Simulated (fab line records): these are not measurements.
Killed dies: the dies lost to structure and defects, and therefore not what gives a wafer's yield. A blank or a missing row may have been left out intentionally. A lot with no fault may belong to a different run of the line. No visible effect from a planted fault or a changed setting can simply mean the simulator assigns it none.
Chamber matching + flow gf180mcu + GF_V3_CMP_04 on cmp-02 has 4 sister chambers
The step polishes SiO2. 8 wafers are shown with their chamber, then 10 later ones without.

WAFERS WITH THEIR CHAMBER
| wafer  | chamber | motorCurrentA (A) | slurryFilterDpKPa (kPa) |
|--------|---------|-------------------|-------------------------|
| L081.1 | 0       | 13.1              | 13.37                   |
| L083.5 | 2       | 13.1              | 13.38                   |
| L083.6 | 3       | 14.0              | 13.57                   |
| L084.1 | 3       | 14.5              | 13.44                   |
| L084.5 | 1       | 12.5              | 13.34                   |
| L084.6 | 2       | 13.6              | 13.90                   |
| L092.2 | 0       | 14.3              | 13.57                   |
| L092.3 | 1       | 13.2              | 13.31                   |

WAFERS WHOSE CHAMBER IS MISSING
| wafer  | motorCurrentA (A) | slurryFilterDpKPa (kPa) |
|--------|-------------------|-------------------------|
| L092.6 | 12.7              | 13.51                   |
| L094.1 | 13.0              | 13.45                   |
| L094.4 | 13.6              | 13.22                   |
| L094.5 | 13.6              | 13.32                   |
| L095.1 | 12.2              | 13.41                   |
| L095.4 | 13.7              | 13.23                   |
| L095.6 | 12.9              | 13.31                   |
| L097.2 | 14.1              | 13.50                   |
| L097.4 | 13.0              | 13.52                   |
| L097.5 | 13.1              | 13.45                   |

CHAMBER TAKEN BY EACH
| wafer  | from the rows above               | in truth |
|--------|-----------------------------------|----------|
| L092.6 | can't be placed: 1 or 2 or 0 or 3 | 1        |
| L094.1 | can't be placed: 1 or 2 or 0 or 3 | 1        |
| L094.4 | can't be placed: 0 or 1 or 3 or 2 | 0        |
| L094.5 | can't be placed: 0 or 1 or 3 or 2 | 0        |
| L095.1 | can't be placed: 1 or 2 or 0      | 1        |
| L095.4 | can't be placed: 0 or 1 or 3 or 2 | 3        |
| L095.6 | can't be placed: 1 or 0 or 2      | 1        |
| L097.2 | can't be placed: 3 or 0 or 2      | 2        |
| L097.4 | can't be placed: 2 or 1 or 0 or 3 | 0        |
| L097.5 | can't be placed: 1 or 2 or 0 or 3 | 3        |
0 of 10 placed correctly. Cannot be placed on the basis of these rows: 10; the candidates contain the true chamber in 10. Number placed wrongly: 0.
How it was worked out, from the rows above alone: a wafer's distance from a chamber is the root of the sum, over the readings, of the square of ((its reading less the chamber's mean) divided by the reading's scatter). The wafer belongs to the nearest chamber; if the next one is less than 2 further off, it can't be placed. A chamber's mean is the mean of its shown wafers. The scatter is the square root of a quotient: the sum, over the shown wafers, of each reading's squared deviation from its chamber's mean, divided by wafers minus chambers.
